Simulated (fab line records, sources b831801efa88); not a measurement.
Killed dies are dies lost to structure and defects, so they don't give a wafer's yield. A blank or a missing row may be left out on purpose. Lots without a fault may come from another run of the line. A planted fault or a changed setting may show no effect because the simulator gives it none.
Problem report in the 8D (eight disciplines) form, filled by code | flow gf180mcu | the parts of the form that need people (team, actions taken, sign-off) are left out

1. THE PROBLEM
time_to_endpoint_s at GF_V5_CMP_26 reads a mean of 47.7 s on 3 wafers of 3 lots; wafers without a fault read 85.2 s with a standard deviation of 2.6. That is -14 standard deviations from the usual mean.
The step: polishes, stops on SiO2, t overpolish 15 s, target thk 0 nm.
First seen on wafer L994.5, day 29 09:39, on cmp-02. The record holds 40 wafers of 14 lots with a number at this step. Rule for "out", or "out of limits": more than 4 standard deviations from the usual mean. The other wafers with a number count as sound.

2. WHAT IT IS AND WHAT IT IS NOT
question                    | is                     | is not
which readings at this step | time_to_endpoint_s     | motor_current_A
which lots                  | L993, L994, L996       | L104, L105, L106, L107, L108, L109, L110, L111, L989, L990, L992
which wafers of those lots  | L993.5, L994.5, L996.2 | L993.4, L994.1, L994.4, L996.4
read on which tools         | cmp-02                 | cmp-01
when                        | from day 29 09:39      | up to then (11 sound wafers); but 26 sound wafers of L104, L105, L106, L107, L108, L109, L110, L111, L993, L996 came after

3. SUSPECTS, AND WHAT RULES EACH OUT
Counting: a tool at a process step up to the reading stays a suspect if it ran every lot that is out. Sound lots after the first of them don't rule it out here, since some wafers of a struck lot are sound.
- cmp-02 at GF_V5_CMP_26 (polishes, stops on SiO2, t overpolish 15 s, target thk 0 nm): kept. It ran every lot that is out, first L994 (day 29 09:39); its last sound lot up to then is L990 (day 28 02:11). Its own readings are out on those wafers: time_to_endpoint_s.
Left after counting: cmp-02 at GF_V5_CMP_26.

4. THE CAUSE (what the simulator had put in)
Process parameter drift: cmp-02, from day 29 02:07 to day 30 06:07, at GF_V5_CMP_26. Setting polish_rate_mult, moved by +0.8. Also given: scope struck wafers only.
Counting left only this tool.

5. THE CHAIN OF EFFECTS, in route order
Each row: a reading whose mean over the struck wafers that have a number lies more than 3 standard deviations from the usual. Only readings for which the record gives a usual standard deviation are gone through. hours: the time from each lot's start at the first step in this table that gives one to its start at this step, as a median over the lots. sigmas: the change in usual standard deviations.
hours | step         | reading            | usual  | on struck wafers | change | sigmas
0     | GF_V5_CMP_26 | time_to_endpoint_s | 85.2 s | 47.7             | -37.5  | -14
The process steps in it:
- GF_V5_CMP_26: polishes, stops on SiO2, t overpolish 15 s, target thk 0 nm.

6. WHAT WOULD HAVE CAUGHT IT SOONER
In this record the first reading out of limits was taken at day 29 09:39, 8 hours after the fault began at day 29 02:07.
